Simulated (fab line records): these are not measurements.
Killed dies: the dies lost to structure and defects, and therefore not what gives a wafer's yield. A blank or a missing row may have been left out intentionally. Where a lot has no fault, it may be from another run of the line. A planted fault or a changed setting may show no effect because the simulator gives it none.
Which of the tools did it? / flow gf180mcu / 14 lots with 42 wafers sampled at 5 steps, on a route of 602 steps

WHAT THE GAUGES SHOWED, per wafer
GF_HV_LDD_RS_MEAS_53: the measuring method here is four-point-probe. Usual: HV_LDD_RS gives 417.8 ohm/sq (standard deviation 0.99).
lot=L544; measured=day 12 18:55; on=filmMetro-02; HV_LDD_RS (ohm/sq)=419.4 419.1 420.6; flag=
lot=L546; measured=day 13 11:53; on=filmMetro-04; HV_LDD_RS (ohm/sq)=415.9 416.7 416.1; flag=
lot=L548; measured=day 13 15:02; on=filmMetro-02; HV_LDD_RS (ohm/sq)=418.4 417.8 417.7; flag=
lot=L549; measured=day 14 12:29; on=filmMetro-04; HV_LDD_RS (ohm/sq)=418.5 417.9 417.4; flag=
lot=L550; measured=day 14 12:47; on=filmMetro-01; HV_LDD_RS (ohm/sq)=416.3 417.4 417.0; flag=
lot=L551; measured=day 14 13:38; on=filmMetro-04; HV_LDD_RS (ohm/sq)=417.0 417.8 417.9; flag=
lot=L552; measured=day 15 11:19; on=filmMetro-02; HV_LDD_RS (ohm/sq)=417.5 417.9 417.4; flag=
lot=L553; measured=day 15 11:35; on=filmMetro-02; HV_LDD_RS (ohm/sq)=418.8 418.1 419.1; flag=
lot=L555; measured=day 15 22:59; on=filmMetro-01; HV_LDD_RS (ohm/sq)=416.9 417.0 417.1; flag=
lot=L557; measured=day 17 08:48; on=filmMetro-04; HV_LDD_RS (ohm/sq)=414.6 414.1 413.8; flag=OFF
lot=L559; measured=day 17 15:19; on=filmMetro-04; HV_LDD_RS (ohm/sq)=412.7 412.2 412.9; flag=OFF
lot=L560; measured=day 17 15:50; on=filmMetro-01; HV_LDD_RS (ohm/sq)=417.9 419.0 417.7; flag=
lot=L562; measured=day 18 12:53; on=filmMetro-01; HV_LDD_RS (ohm/sq)=414.5 414.1 415.1; flag=OFF
lot=L567; measured=day 20 11:38; on=filmMetro-01; HV_LDD_RS (ohm/sq)=417.1 418.5 418.6; flag=

GF_V1_THK_MEAS_01. Usual: V1_CVD_00_THK gives 601 nm (standard deviation 5.5).
lot=L544; measured=day 17 13:44; on=filmMetro-03; V1_CVD_00_THK (nm)=604 606 599; flag=
lot=L546; measured=day 18 10:19; on=filmMetro-03; V1_CVD_00_THK (nm)=590 601 602; flag=
lot=L548; measured=day 18 16:42; on=filmMetro-01; V1_CVD_00_THK (nm)=613 607 611; flag=
lot=L549; measured=day 19 15:02; on=filmMetro-04; V1_CVD_00_THK (nm)=590 612 592; flag=
lot=L550; measured=day 19 18:47; on=filmMetro-03; V1_CVD_00_THK (nm)=600 600 597; flag=
lot=L551; measured=day 19 17:18; on=filmMetro-03; V1_CVD_00_THK (nm)=607 606 597; flag=
lot=L552; measured=day 20 15:21; on=filmMetro-04; V1_CVD_00_THK (nm)=608 601 604; flag=
lot=L553; measured=day 20 18:02; on=filmMetro-04; V1_CVD_00_THK (nm)=607 599 594; flag=
lot=L555; measured=day 21 03:17; on=filmMetro-01; V1_CVD_00_THK (nm)=605 598 594; flag=
lot=L557; measured=day 22 17:50; on=filmMetro-04; V1_CVD_00_THK (nm)=597 599 608; flag=
lot=L559; measured=day 23 00:13; on=filmMetro-01; V1_CVD_00_THK (nm)=608 599 591; flag=
lot=L560; measured=day 22 22:58; on=filmMetro-03; V1_CVD_00_THK (nm)=599 607 610; flag=
lot=L562; measured=day 23 19:56; on=filmMetro-03; V1_CVD_00_THK (nm)=599 603 603; flag=
lot=L567; measured=day 25 14:01; on=filmMetro-03; V1_CVD_00_THK (nm)=598 599 599; flag=

GF_V1_CD_MEAS_14: target cd 260 nm. Usual: 260.8 nm for cdNm, sd 1.2.
lot=L544; measured=day 18 13:43; on=cdSem-02; cdNm (nm)=261.5 261.8 261.4; flag=
lot=L546; measured=day 19 11:25; on=cdSem-01; cdNm (nm)=261.1 261.7 261.9; flag=
lot=L548; measured=day 19 17:52; on=cdSem-01; cdNm (nm)=260.0 261.7 261.8; flag=
lot=L549; measured=day 20 15:06; on=cdSem-01; cdNm (nm)=261.1 261.0 260.2; flag=
lot=L550; measured=day 20 19:13; on=cdSem-02; cdNm (nm)=260.5 261.2 261.4; flag=
lot=L551; measured=day 20 17:08; on=cdSem-01; cdNm (nm)=260.5 259.6 260.2; flag=
lot=L552; measured=day 21 16:14; on=cdSem-02; cdNm (nm)=262.0 261.8 261.4; flag=
lot=L553; measured=day 21 18:22; on=cdSem-01; cdNm (nm)=260.9 260.8 259.5; flag=
lot=L555; measured=day 22 03:20; on=cdSem-01; cdNm (nm)=261.0 261.1 260.6; flag=
lot=L557; measured=day 23 16:45; on=cdSem-01; cdNm (nm)=262.2 261.9 263.2; flag=
lot=L559; measured=day 23 22:48; on=cdSem-01; cdNm (nm)=259.2 259.3 259.8; flag=
lot=L560; measured=day 23 22:27; on=cdSem-02; cdNm (nm)=260.0 261.0 260.3; flag=
lot=L562; measured=day 24 18:28; on=cdSem-02; cdNm (nm)=262.0 261.4 262.7; flag=
lot=L567; measured=day 26 11:21; on=cdSem-01; cdNm (nm)=258.7 259.0 259.3; flag=

TOOL THAT RAN EACH LOT (tool first, then ch and the chambers of the sampled wafers, then the start)
lot=L544; GF_HV_LDD_RTA_52=rtpAnneal-02 ch 0, day 12 18:50; GF_SALICIDE_RTA_06=rtpAnneal-02 ch 0, day 15 13:47
lot=L546; GF_HV_LDD_RTA_52=rtpAnneal-01 ch 0, day 13 11:49; GF_SALICIDE_RTA_06=rtpAnneal-01 ch 0, day 16 08:41
lot=L548; GF_HV_LDD_RTA_52=rtpAnneal-01 ch 0, day 13 14:57; GF_SALICIDE_RTA_06=rtpAnneal-01 ch 0, day 16 15:05
lot=L549; GF_HV_LDD_RTA_52=rtpAnneal-01 ch 0, day 14 12:25; GF_SALICIDE_RTA_06=rtpAnneal-01 ch 0, day 17 12:05
lot=L550; GF_HV_LDD_RTA_52=rtpAnneal-02 ch 0, day 14 12:43; GF_SALICIDE_RTA_06=rtpAnneal-01 ch 0, day 17 15:23
lot=L551; GF_HV_LDD_RTA_52=rtpAnneal-01 ch 0, day 14 13:34; GF_SALICIDE_RTA_06=rtpAnneal-02 ch 0, day 17 14:45
lot=L552; GF_HV_LDD_RTA_52=rtpAnneal-02 ch 0, day 15 11:14; GF_SALICIDE_RTA_06=rtpAnneal-02 ch 0, day 18 11:44
lot=L553; GF_HV_LDD_RTA_52=rtpAnneal-01 ch 0, day 15 11:31; GF_SALICIDE_RTA_06=rtpAnneal-01 ch 0, day 18 14:43
lot=L555; GF_HV_LDD_RTA_52=rtpAnneal-02 ch 0, day 15 22:55; GF_SALICIDE_RTA_06=rtpAnneal-02 ch 0, day 19 00:01
lot=L557; GF_HV_LDD_RTA_52=rtpAnneal-02 ch 0, day 17 08:44; GF_SALICIDE_RTA_06=rtpAnneal-01 ch 0, day 20 14:33
lot=L559; GF_HV_LDD_RTA_52=rtpAnneal-02 ch 0, day 17 15:14; GF_SALICIDE_RTA_06=rtpAnneal-02 ch 0, day 20 20:22
lot=L560; GF_HV_LDD_RTA_52=rtpAnneal-01 ch 0, day 17 15:46; GF_SALICIDE_RTA_06=rtpAnneal-01 ch 0, day 20 20:14
lot=L562; GF_HV_LDD_RTA_52=rtpAnneal-02 ch 0, day 18 12:49; GF_SALICIDE_RTA_06=rtpAnneal-02 ch 0, day 21 18:41
lot=L567; GF_HV_LDD_RTA_52=rtpAnneal-01 ch 0, day 20 11:34; GF_SALICIDE_RTA_06=rtpAnneal-02 ch 0, day 23 14:17
- GF_HV_LDD_RTA_52: time 10 s.
- GF_SALICIDE_RTA_06: time 30 s.

AS READ BY THE TOOLS THEMSELVES (means over the sampled wafers that have a number; for cases with no such wafer, the mark the record gives instead)
GF_HV_LDD_RTA_52. Usual: lampPowerPct 32.8 %, standard deviation 0.81; wafer_temp_C_max 1003.9, standard deviation 0.88.
lot=L544; tool=rtpAnneal-02; lampPowerPct (%)=31.9; wafer_temp_C_max=1003.3; flag=
lot=L546; tool=rtpAnneal-01; lampPowerPct (%)=33.5; wafer_temp_C_max=1004.5; flag=
lot=L548; tool=rtpAnneal-01; lampPowerPct (%)=33.5; wafer_temp_C_max=1004.3; flag=
lot=L549; tool=rtpAnneal-01; lampPowerPct (%)=33.5; wafer_temp_C_max=1003.5; flag=
lot=L550; tool=rtpAnneal-02; lampPowerPct (%)=31.9; wafer_temp_C_max=1004.4; flag=
lot=L551; tool=rtpAnneal-01; lampPowerPct (%)=33.5; wafer_temp_C_max=1005.0; flag=
lot=L552; tool=rtpAnneal-02; lampPowerPct (%)=31.9; wafer_temp_C_max=1003.9; flag=
lot=L553; tool=rtpAnneal-01; lampPowerPct (%)=33.5; wafer_temp_C_max=1004.5; flag=
lot=L555; tool=rtpAnneal-02; lampPowerPct (%)=31.9; wafer_temp_C_max=1002.7; flag=
lot=L557; tool=rtpAnneal-02; lampPowerPct (%)=23.6; wafer_temp_C_max=886.9; flag=OFF
lot=L559; tool=rtpAnneal-02; lampPowerPct (%)=23.6; wafer_temp_C_max=887.2; flag=OFF
lot=L560; tool=rtpAnneal-01; lampPowerPct (%)=33.5; wafer_temp_C_max=1004.6; flag=
lot=L562; tool=rtpAnneal-02; lampPowerPct (%)=23.5; wafer_temp_C_max=887.6; flag=OFF
lot=L567; tool=rtpAnneal-01; lampPowerPct (%)=33.5; wafer_temp_C_max=1003.7; flag=

GF_SALICIDE_RTA_06. Usual: lampPowerPct 6.19 %, standard deviation 0.15; wafer_temp_C_max 532.1, standard deviation 0.56.
lot=L544; tool=rtpAnneal-02; lampPowerPct (%)=6.01; wafer_temp_C_max=531.8; flag=
lot=L546; tool=rtpAnneal-01; lampPowerPct (%)=6.31; wafer_temp_C_max=532.1; flag=
lot=L548; tool=rtpAnneal-01; lampPowerPct (%)=6.32; wafer_temp_C_max=532.1; flag=
lot=L549; tool=rtpAnneal-01; lampPowerPct (%)=6.30; wafer_temp_C_max=532.5; flag=
lot=L550; tool=rtpAnneal-01; lampPowerPct (%)=6.31; wafer_temp_C_max=532.6; flag=
lot=L551; tool=rtpAnneal-02; lampPowerPct (%)=6.01; wafer_temp_C_max=531.9; flag=
lot=L552; tool=rtpAnneal-02; lampPowerPct (%)=6.01; wafer_temp_C_max=531.7; flag=
lot=L553; tool=rtpAnneal-01; lampPowerPct (%)=6.31; wafer_temp_C_max=532.5; flag=
lot=L555; tool=rtpAnneal-02; lampPowerPct (%)=6.01; wafer_temp_C_max=531.8; flag=
lot=L557; tool=rtpAnneal-01; lampPowerPct (%)=6.32; wafer_temp_C_max=532.5; flag=
lot=L559; tool=rtpAnneal-02; lampPowerPct (%)=6.01; wafer_temp_C_max=531.5; flag=
lot=L560; tool=rtpAnneal-01; lampPowerPct (%)=6.31; wafer_temp_C_max=532.6; flag=
lot=L562; tool=rtpAnneal-02; lampPowerPct (%)=6.01; wafer_temp_C_max=531.5; flag=
lot=L567; tool=rtpAnneal-02; lampPowerPct (%)=6.01; wafer_temp_C_max=531.3; flag=

THE ANSWER, worked out from the rows above alone
Rule: a lot counts as off when the mean over its wafers that have a number is more than 3 standard deviations away from the usual mean. Also off: a lot with no number at a reading for which 4 or more lots have one. Any other lot the step has rows for is counted as sound. The gauges are gone through in route order, then the tools' own readings, and for those a lot's mean is taken as printed above. At the first step where some lot is off, the reading lying furthest off is the one used; lots without a number count as furthest.
Off: at GF_HV_LDD_RS_MEAS_53 (HV_LDD_RS), L557, L559, L562.
If a tool, at a process step before that reading, ran all the lots that are off and no sound lot after the first of them, it fits. Not tried: the gauges at GF_HV_LDD_RS_MEAS_53; whatever is off there is also off at GF_HV_LDD_RTA_52, on other tools, and gauge error can't account for it. One fits: GF_HV_LDD_RTA_52 on rtpAnneal-02. Its last sound lot is L555 (day 15 22:55), its first lot that is off L557 (day 17 08:44): a fault that began between those two fits.
The tool's own readings at GF_HV_LDD_RTA_52 bear it out: on the lots that are off they differ by more than 5 times the standard deviation of the sound lots' means. lampPowerPct reads 23.6 % there against 32.9 % on the sound lots; wafer_temp_C_max reads 887.2 there against 1004.0 on the sound lots.

WHAT THE SIMULATOR HAD PUT IN
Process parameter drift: rtpAnneal-02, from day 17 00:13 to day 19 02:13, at GF_HV_LDD_RTA_52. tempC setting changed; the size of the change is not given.
Lots struck among those shown: L557, L559, L562. The rule above reached the same finding.
